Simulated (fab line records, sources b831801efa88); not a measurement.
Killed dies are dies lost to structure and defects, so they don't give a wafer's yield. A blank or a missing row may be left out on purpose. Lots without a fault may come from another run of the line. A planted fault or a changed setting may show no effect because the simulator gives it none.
fab line records | flow sky130
record lots=4 wafers=12 last_day=50
route steps=708 shown VIA2@524 METAL3@532 CAPM@537 PAD_OPEN@708
lots that met no fault: from a run of the same line without faults
start_h: hours from the record's first day to the start of the lot's first wafer shown | wait_h: hours since the lot's step before | " the same as in the row above | L1.1+2: a row that stands for several wafers | - no value, or no start given | * or withheld: withheld | < > ~ a bound
route shown NAME@n: a module of which the file shows steps, and the number in the route of the first | usual: mean/standard deviation of fault-free wafers | same: alike in all rows | chamber/n: place in a boat | sites: the reading at each site | _std_site: their standard deviation | _edge_site: outer sites' mean less inner sites' | radius_mm: how far each site lies from the wafer's centre | mask NAME#n: copy n | behind: the tool/chamber that last shaped the wafer | hold: why the lot was held/for how many hours/how that ended | device: the transistor (n, p or np) that didn't switch | end of line: the same wafers' tests at the end of the route | a step without rows: its recipe alone | killed: dies lost to structure and defects at the first sort, not the wafer's yield | map: a wafer's dies, x killed, . not, _ none there
set.NAME: the setting as run; set.NAME@STEP: as run at that earlier step | model.NAME: the simulator's own value behind a step, which no gauge read
lots at some steps of the route; a table a step, a row a wafer
services: from which hour (start_h, from the record's first day; less than 0 if before it) a tool's chamber was out of use, for how many hours, and why
## steps
# step SKY_VIA2_STRIP_17
# recipe chemistry=post_etch_residue_remover time_s=1200 temp_c=72.5
# step SKY_VIA2_CLEAN_18
# recipe chemistry=IPA time_s=180 temp_c=25
# step SKY_VIA2_CLEAN_19
# recipe chemistry=O3/DIW dry=n2_spin
# step SKY_VIA2_SPUTTER_20
# recipe material=TiN target_thk_nm=20 chamber_pressure_pa=5 power_w=4000 time_s=80
# step SKY_VIA2_CVD_21
# recipe material=W target_thk_nm=420 time_s=126.4 temp_c=397.2 pressure_torr=40
# step SKY_VIA2_CMP_24
# recipe stop_on=SiO2 t_overpolish_s=20 down_force_psi=3.5 platen_rpm=60 target_thk_nm=0 pad_velocity_m_s=0.94248
# step SKY_METAL3_SPUTTER_00
# recipe material=Ti target_thk_nm=15 power_w=3000 time_s=10 chamber_pressure_pa=0.4
# step SKY_METAL3_SPUTTER_01
# recipe material=TiN target_thk_nm=20 power_w=6500 time_s=16.7 chamber_pressure_pa=0.4
# step SKY_METAL3_SPUTTER_02
# recipe material=AlCu target_thk_nm=735 power_w=10600 time_s=39.1 chamber_pressure_pa=0.4
# step SKY_METAL3_SPUTTER_03
# recipe material=Ti target_thk_nm=5 power_w=3000 time_s=3.3 chamber_pressure_pa=0.4
# step SKY_METAL3_SPUTTER_04
# recipe material=TiN target_thk_nm=70 power_w=6500 time_s=58.3 chamber_pressure_pa=0.4
# usual cathode_dc_power_W=6499.9/1.3 chamber_pressure_pa=0.4000/0.00079 throttle_valve_pct=29.7/0.9
# columns lot.wafer tool chamber start_h wait_h cathode_dc_power_W chamber_pressure_pa throttle_valve_pct
L401.3 pvd_sputter-02 - 943.77 0.0 6500.2 0.4006 29.8
L401.4 " - " " 6499.8 0.4004 28.8
L401.5 " - " " 6499.6 0.4001 28.7
L405.3 pvd_sputter-04 - 970.31 0.0 - - -
L405.4 " - " " - - -
L405.5 " - " " - - -
L407.2 pvd_sputter-02 - 982.14 0.0 - - -
L407.5 " - " " - - -
L407.6 " - " " - - -
L412.1 pvd_sputter-01 - 1009.51 0.0 6499.5 0.4002 29.9
L412.5 " - " " 6499.1 0.4002 30.0
L412.6 " - " " 6500.9 0.4009 29.1
# step SKY_CAPM_CVD_00
# recipe material=SiO2 target_thk_nm=15.5 temp_c=400 time_s=withheld rf_w=450
# step SKY_CAPM_SPUTTER_02
# recipe material=TiN target_thk_nm=200 temp_c=300 power_w=6500 time_s=166.7 chamber_pressure_pa=0.4
# step SKY_CAPM_DEHYDRATE_05
# recipe temp_c=200 time_s=60
# step SKY_CAPM_HMDS_06
# recipe prime_time_s=60 prime_temp_c=120
# step SKY_CAPM_COAT_07
# recipe resist=NOVOLAK spin_rpm=3000 resist_thk_nm=1140
# step SKY_CAPM_SOFTBAKE_08
# recipe temp_c=90.72 time_s=60 resist=NOVOLAK
# step SKY_CAPM_EXPOSE_09
# recipe mask_id=CAPM na=0.6 source_shape=conventional sigma_outer=0.6 polarization=unpolarized target_cd_nm=1000 dose_mj=159
# step SKY_CAPM_PEB_10
# recipe temp_c=withheld time_s=* resist=NOVOLAK
# step SKY_CAPM_DEVELOP_11
# recipe resist=NOVOLAK developer=TMAH develop_time_s=60 dev_temp_c=23
# step SKY_CAPM_METAL_ETCH_13
# recipe target_depth_nm=220 stop_on=SiO2 chemistry=Cl2/BCl3 target=TiN pressure_mtorr=10 icp_w=900 bias_w=48.5 Cl2_flow_sccm=60 bcl3_flow_sccm=30 time_s=62.9
# step SKY_CAPM_STRIP_14
# recipe chemistry=O2/N2 power_w=1400 pressure_mtorr=1500 platen_temp_c=withheld o2_flow_sccm=3000 n2_flow_sccm=300 overash_fraction=0.5
# step SKY_CAPM_STRIP_15
# recipe chemistry=post_etch_residue_remover time_s=1200 temp_c=72.5
# step SKY_CAPM_CLEAN_16
# recipe chemistry=IPA time_s=180 temp_c=25
# step SKY_CAPM_CLEAN_17
# recipe chemistry=O3/DIW dry=n2_spin
# step SKY_METAL3_DEHYDRATE_05
# recipe temp_c=200 time_s=60
# step SKY_METAL3_HMDS_06
# recipe prime_time_s=60 prime_temp_c=120
# step SKY_METAL3_COAT_07
# recipe resist=BARC temp_c=withheld time_s=withheld spin_rpm=3000 resist_thk_nm=60
# step SKY_METAL3_COAT_08
# recipe resist=KrF-thick spin_rpm=3000 resist_thk_nm=1140
# step SKY_METAL3_SOFTBAKE_09
# recipe temp_c=100 time_s=90 resist=KrF-thick
# step SKY_METAL3_EXPOSE_10
# recipe mask_id=MM3 na=0.68 source_shape=annular sigma_inner=0.4 sigma_outer=0.8 target_cd_nm=300 dose_mj=28
# step SKY_METAL3_PEB_11
# recipe peb_temp_c=withheld peb_time_s=withheld resist=KrF-thick
# step SKY_METAL3_DEVELOP_12
# recipe develop_time_s=60 resist=KrF-thick dev_temp_c=21
# step SKY_METAL3_DESCUM_15
# recipe chemistry=O2 source_power_w=150 bias_power_w=0 pressure_mtorr=10 temp_c=40 time_s=8
# step SKY_METAL3_METAL_ETCH_18
# recipe target_depth_a=8450 stop_on=SiO2 over_etch_frac=0.3 time_s=183.1 chemistry=Cl2/BCl3 resist_sidewall_deg=88 pressure_mtorr=10 icp_w=900 bias_w=48.5 Cl2_flow_sccm=60 bcl3_flow_sccm=30
# usual bcl3_flow_sccm=30.00/0.086 chamber_pressure_mTorr=10.000/0.0092 drypump_motor_current_A=5.7/0.51 oes_product_au=0.863/0.0066 throttle_valve_pct=22.265/0.0091
# columns lot.wafer tool chamber start_h wait_h bcl3_flow_sccm chamber_pressure_mTorr drypump_motor_current_A oes_product_au rf_hours_counter_h throttle_valve_pct
L401.3 rie_metal-01 0 992.37 0.1 30.02 9.992 5.3 0.861 - 22.278
L401.4 " 1 " " 29.98 10.006 6.6 0.872 - 22.266
L401.5 " 0 " " 30.08 10.002 5.3 0.855 - 22.286
L405.3 rie_metal-04 0 1016.00 0.1 29.99 9.983 4.9 0.814 - 22.256
L405.4 " 1 " " 29.94 10.000 6.1 0.826 - 22.264
L405.5 " 0 " " 30.14 9.993 4.9 0.817 - 22.278
L407.2 rie_metal-04 1 1028.54 0.0 30.13 10.007 6.1 0.843 8 22.263
L407.5 " 1 " " 30.00 9.992 6.1 0.828 - 22.267
L407.6 " 0 " " 30.01 10.010 4.9 0.830 - 22.270
L412.1 rie_metal-04 1 1054.51 0.0 29.96 10.000 6.1 0.862 9 22.257
L412.5 " 1 " " 30.04 10.003 6.1 0.863 - 22.268
L412.6 " 0 " " 30.08 9.995 5.0 0.862 - 22.274
# step SKY_PAD_OPEN_PROBE_99
# usual defect_limited_yield=82.4/1.7 killed_at_M0_to_M3=44/6.9 killed_at_M4_up=3.3/1.7 killed_at_contacts=24/4.7 killed_at_front_end=15/4.5 killed_at_other=0.2/0.49 killed_dies=86/8.4 killed_open=47/6.5 killed_short=39/6 sort_bin_3_pad_short=0.9/0.4 sort_bin_5_function=10.4/1.5 sort_bin_6_memory=6.3/1 sort_n_pass=406/8.4 sort_yield_pct=82.4/1.7
# same gross_dies=492 killed_at_back_side=0 sort_bin_4_leakage[%]=0 sort_bin_8_speed[%]=0
# columns lot.wafer tool chamber start_h wait_h defect_limited_yield[%] killed_at_M0_to_M3 killed_at_M4_up killed_at_contacts killed_at_front_end killed_at_other killed_dies killed_open killed_short sort_bin_3_pad_short[%] sort_bin_5_function[%] sort_bin_6_memory[%] sort_n_pass sort_yield_pct[%] model.etest.via3_chain.rc_ohm model.etest.cap_mim.bv_v model.etest.cap_mim.leak_log10_a_cm2
L401.3 prober-01 - 1147.56 0.2 79.7 55 2 20 23 0 100 54 46 1.2 12.8 6.3 392 79.7 9.735 13.35 -8.984
L401.4 prober-01 - 1147.61 0.2 81.1 45 3 29 16 0 93 50 41 0.6 11.6 6.7 399 81.1 9.659 13.83 -8.961
L401.5 prober-01 - 1147.66 0.2 82.5 48 1 22 15 0 86 49 37 0.8 12.4 4.3 406 82.5 10.29 13.95 -9.128
L405.3 prober-01 - 1165.94 0.2 83.5 47 1 15 17 1 81 40 41 0.6 10.4 5.5 411 83.5 15.51 9.554 -7.359
L405.4 prober-01 - 1165.99 0.2 81.1 50 5 24 14 0 93 52 41 0.8 11.8 6.3 399 81.1 15.09 10.07 -7.402
L405.5 prober-01 - 1166.04 0.2 81.7 49 3 26 11 1 90 49 41 1.0 11.2 6.1 402 81.7 15.79 9.228 -7.285
L407.2 prober-02 - 1176.69 0.1 83.9 44 3 22 10 0 79 34 45 1.0 9.6 5.5 413 83.9 16.07 9.313 -7.225
L407.5 prober-02 - 1176.84 0.2 80.7 46 5 27 17 0 95 51 44 1.6 9.8 7.9 397 80.7 15.52 9.742 -7.589
L407.6 prober-02 - 1176.89 0.2 83.5 41 2 22 16 0 81 50 31 0.2 10.8 5.5 411 83.5 16.85 9.504 -7.451
L412.1 prober-02 - 1195.47 0.1 83.1 49 3 19 11 1 83 49 34 0.8 10.6 5.5 409 83.1 9.682 13.34 -9.001
L412.5 prober-02 - 1195.67 0.2 83.9 38 3 28 10 0 79 40 39 0.8 9.3 5.9 413 83.9 10.09 14.29 -8.84
L412.6 prober-02 - 1195.72 0.2 80.7 48 4 26 17 0 95 55 40 1.0 12.6 5.7 397 80.7 9.375 13.77 -8.839
# killed by level:class
L401.3 VIA1:geometric_particle:open=13 LI_CONTACT:geometric_particle:open=11 METAL1:geometric_particle:short=9 FIELD_ISO:geometric_particle:open=7 FIELD_ISO:geometric_particle:short=6 METAL2:geometric_particle:short=6 VIA3:geometric_particle:open=6 VIA1:geometric_particle:short=5
L401.4 CONTACT:geometric_particle:open=12 LI_CONTACT:geometric_particle:open=9 VIA2:geometric_particle:open=9 FIELD_ISO:geometric_particle:short=7 METAL1:geometric_particle:short=6 LOCAL_INTERCONNECT:geometric_particle:short=5 VIA1:geometric_particle:open=5 METAL2:geometric_particle:short=5
L401.5 LI_CONTACT:geometric_particle:open=10 VIA1:geometric_particle:open=10 VIA3:geometric_particle:open=8 VIA3:geometric_particle:short=7 VIA2:geometric_particle:open=6 FIELD_ISO:geometric_particle:open=4 CONTACT:geometric_particle:open=4 METAL2:geometric_particle:short=4
L405.3 VIA1:geometric_particle:open=17 POLY_GATE:geometric_particle:short=7 LOCAL_INTERCONNECT:geometric_particle:short=5 METAL1:geometric_particle:short=5 VIA1:geometric_particle:short=5 METAL2:geometric_particle:short=5 VIA2:geometric_particle:open=4 VIA3:geometric_particle:open=4
L405.4 VIA1:geometric_particle:open=17 LOCAL_INTERCONNECT:geometric_particle:short=9 VIA2:geometric_particle:open=8 VIA3:geometric_particle:open=7 METAL2:geometric_particle:short=5 METAL4:geometric_particle:short=5 POLY_GATE:geometric_particle:open=4 LI_CONTACT:geometric_particle:open=4
L405.5 VIA1:geometric_particle:open=11 VIA3:geometric_particle:open=9 CONTACT:geometric_particle:open=8 VIA1:geometric_particle:short=7 LI_CONTACT:geometric_particle:open=6 LOCAL_INTERCONNECT:geometric_particle:short=5 CONTACT:geometric_particle:short=4 METAL2:geometric_particle:short=4
L407.2 LOCAL_INTERCONNECT:geometric_particle:short=9 VIA1:geometric_particle:open=8 POLY_GATE:geometric_particle:short=7 CONTACT:geometric_particle:open=7 VIA1:geometric_particle:short=5 VIA2:geometric_particle:open=5 VIA3:geometric_particle:short=5 METAL3:geometric_particle:short=4
L407.5 VIA1:geometric_particle:open=11 LI_CONTACT:geometric_particle:open=9 POLY_GATE:geometric_particle:open=7 LOCAL_INTERCONNECT:geometric_particle:short=7 CONTACT:geometric_particle:open=6 VIA2:geometric_particle:open=6 VIA1:geometric_particle:short=6 METAL1:geometric_particle:short=5
L407.6 VIA1:geometric_particle:open=9 CONTACT:geometric_particle:open=9 VIA2:geometric_particle:short=8 FIELD_ISO:geometric_particle:open=7 VIA2:geometric_particle:open=6 VIA3:geometric_particle:open=6 LI_CONTACT:geometric_particle:open=5 LOCAL_INTERCONNECT:geometric_particle:short=4
L412.1 VIA1:geometric_particle:open=11 LI_CONTACT:geometric_particle:open=7 CONTACT:geometric_particle:open=7 VIA2:geometric_particle:open=5 VIA3:geometric_particle:open=5 METAL2:geometric_particle:short=4 METAL1:geometric_particle:short=4 VIA3:geometric_particle:short=4
L412.5 VIA1:geometric_particle:open=9 CONTACT:geometric_particle:open=8 LI_CONTACT:geometric_particle:open=7 METAL3:geometric_particle:short=7 LI_CONTACT:geometric_particle:short=6 METAL2:geometric_particle:short=6 METAL1:geometric_particle:short=5 VIA2:geometric_particle:open=4
L412.6 VIA1:geometric_particle:open=17 LOCAL_INTERCONNECT:geometric_particle:short=7 CONTACT:geometric_particle:open=7 VIA3:geometric_particle:open=6 LI_CONTACT:geometric_particle:open=5 METAL1:geometric_particle:short=5 METAL3:geometric_particle:short=5 SPACER:geometric_particle:open=4
## services
# columns tool chamber start_h hours kind
pvd_sputter-01 1 940.25 - consumable_replace:kit
pvd_sputter-01 1 940.25 18.0 scheduled_down
pvd_sputter-01 1 940.25 18.0 vent_cycle
rie_metal-01 0 950.78 12.2 repair
pvd_sputter-02 3 963.61 - consumable_replace:kit
pvd_sputter-02 3 963.61 18.0 scheduled_down
pvd_sputter-02 3 963.61 18.0 vent_cycle
pvd_sputter-01 - 974.42 0.8 repair
pvd_sputter-01 0 1019.69 - consumable_replace:kit
pvd_sputter-01 0 1019.69 18.0 scheduled_down
pvd_sputter-01 0 1019.69 18.0 vent_cycle
rie_metal-01 0 1024.59 - clean
rie_metal-01 0 1024.59 24.9 scheduled_down
rie_metal-01 0 1024.59 24.9 vent_cycle
pvd_sputter-04 0 1044.01 - consumable_replace:kit
pvd_sputter-04 0 1044.01 18.0 scheduled_down
pvd_sputter-04 0 1044.01 18.0 vent_cycle
## key
first_sign step=SKY_METAL3_SPUTTER_04 reading=tool_record direction=missing
effect step=SKY_METAL3_METAL_ETCH_18 reading=oes_product_au direction=down sigmas=5.6 usual=0.863 struck=0.826
model_effect step=SKY_PAD_OPEN_PROBE_99 value=etest.via3_chain.rc_ohm without=9.812 struck=15.8
met_at SKY_METAL3_SPUTTER_04
struck_wafers L405.3,L405.4,L405.5,L407.2,L407.5,L407.6
onset_between 943.77 970.31
fault kind=skipped_step_whole tool=pvd_sputter-02,pvd_sputter-04 chamber=- onset_h=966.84 steps=SKY_METAL3_SPUTTER_04 scope=struck_lots_only
